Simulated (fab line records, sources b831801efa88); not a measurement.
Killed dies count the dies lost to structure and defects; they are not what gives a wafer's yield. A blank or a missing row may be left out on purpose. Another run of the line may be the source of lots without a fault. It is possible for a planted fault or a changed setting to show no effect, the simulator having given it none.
The tool behind it: which one? | flow sky130 | 11 lots, 33 wafers sampled, at 3 steps of a route of 708

== WHAT THE GAUGES SHOWED, per wafer ==
SKY_SD_N_RS_MEAS_16: measures by four-point-probe. Usual: SD_N_RS gives 68.59 ohm/sq (standard deviation 0.12).
lot  | measured     | on            | SD_N_RS (ohm/sq)  | flag
L344 | day 28 11:25 | film metro-02 | 68.58 68.72 68.54 |
L345 | day 28 12:20 | film metro-02 | 68.55 68.64 68.68 |
L351 | day 31 07:04 | film metro-01 | 71.17 71.37 71.17 | OFF
L354 | day 31 21:12 | film metro-02 | 71.36 71.28 71.33 | OFF
L357 | day 32 17:25 | film metro-01 | 68.33 68.45 68.49 |
L359 | day 33 09:17 | film metro-03 | 68.50 68.57 68.62 |
L360 | day 33 17:35 | film metro-01 | 68.44 68.41 68.31 |
L362 | day 34 03:40 | film metro-01 | 68.59 68.59 68.45 |
L363 | day 34 08:51 | film metro-02 | 68.70 68.64 68.75 |
L364 | day 34 15:19 | film metro-02 | 68.94 68.69 68.62 |
L366 | day 35 12:36 | film metro-02 | 68.78 68.70 68.68 |

SKY_SD_N_RS_MEAS_17: measures by four-point-probe. Usual: SD_P_RS gives 147.1 ohm/sq (standard deviation 0.33).
lot  | measured     | on            | SD_P_RS (ohm/sq)  | flag
L344 | day 28 11:32 | film metro-02 | 147.2 147.0 147.2 |
L345 | day 28 12:28 | film metro-02 | 147.3 147.5 147.3 |
L351 | day 31 07:11 | film metro-01 | 162.1 162.7 162.7 | OFF
L354 | day 31 21:19 | film metro-02 | 162.4 161.8 161.8 | OFF
L357 | day 32 17:32 | film metro-01 | 146.8 146.7 146.5 |
L359 | day 33 09:25 | film metro-03 | 146.6 146.7 147.2 |
L360 | day 33 17:43 | film metro-01 | 147.2 147.1 146.7 |
L362 | day 34 03:47 | film metro-01 | 147.3 146.7 146.6 |
L363 | day 34 08:58 | film metro-02 | 147.5 147.6 147.5 |
L364 | day 34 15:26 | film metro-02 | 147.6 147.6 147.7 |
L366 | day 35 12:43 | film metro-02 | 147.3 147.5 147.1 |

== TOOL THAT RAN EACH LOT (tool first, then ch and the chambers of the sampled wafers, then the start) ==
lot  | SKY_SD_N_RTA_14
L344 | rtp anneal-01 ch 0, day 28 11:13
L345 | rtp anneal-02 ch 0, day 28 12:10
L351 | rtp anneal-01 ch 0, day 31 06:54
L354 | rtp anneal-01 ch 0, day 31 21:02
L357 | rtp anneal-02 ch 0, day 32 17:14
L359 | rtp anneal-02 ch 0, day 33 09:07
L360 | rtp anneal-02 ch 0, day 33 17:25
L362 | rtp anneal-01 ch 0, day 34 03:29
L363 | rtp anneal-02 ch 0, day 34 08:41
L364 | rtp anneal-01 ch 0, day 34 15:08
L366 | rtp anneal-01 ch 0, day 35 12:26
- SKY_SD_N_RTA_14: time 2 s.

== WHAT THE TOOLS THEMSELVES READ (means of the sampled wafers that have a number; where no wafer has one, the mark that the record gives instead) ==
SKY_SD_N_RTA_14. Usual: lamp power pct 15.74 %, standard deviation 0.052; wafer_temp_C_max 1078.2, standard deviation 1.2.
lot  | tool          | lamp power pct (%) | wafer_temp_C_max | flag
L344 | rtp anneal-01 | 15.69              | 1077.6           |
L345 | rtp anneal-02 | 15.73              | 1077.9           |
L351 | rtp anneal-01 | 15.72              | 1077.1           |
L354 | rtp anneal-01 | 15.77              | 1079.0           |
L357 | rtp anneal-02 | 15.74              | 1078.6           |
L359 | rtp anneal-02 | 15.73              | 1077.2           |
L360 | rtp anneal-02 | 15.76              | 1077.5           |
L362 | rtp anneal-01 | 15.77              | 1077.8           |
L363 | rtp anneal-02 | 15.73              | 1078.3           |
L364 | rtp anneal-01 | 15.75              | 1078.2           |
L366 | rtp anneal-01 | 15.74              | 1079.3           |

== THE ANSWER, worked out from the rows above alone ==
Rule: a lot counts as off when the mean over its wafers that have a number is more than 3 standard deviations away from the usual mean. A lot without any number at a reading at which 4 lots or more have one is off too. The other lots that the step has rows for count as sound. After the gauges, taken in route order, come the tools' own readings; for these a lot's mean is taken, as printed above. At the first step where some lot is off, the reading lying furthest off is the one used; lots without a number count as furthest.
Off: at SKY_SD_N_RS_MEAS_16 (SD_N_RS), L351, L354.
If a tool, at a process step before that reading, ran all the lots that are off and no sound lot after the first of them, it fits. Gauges at SKY_SD_N_RS_MEAS_16: tried the same way as those tools. Not one of the candidates tried fits.

== WHAT THE SIMULATOR PUT IN ==
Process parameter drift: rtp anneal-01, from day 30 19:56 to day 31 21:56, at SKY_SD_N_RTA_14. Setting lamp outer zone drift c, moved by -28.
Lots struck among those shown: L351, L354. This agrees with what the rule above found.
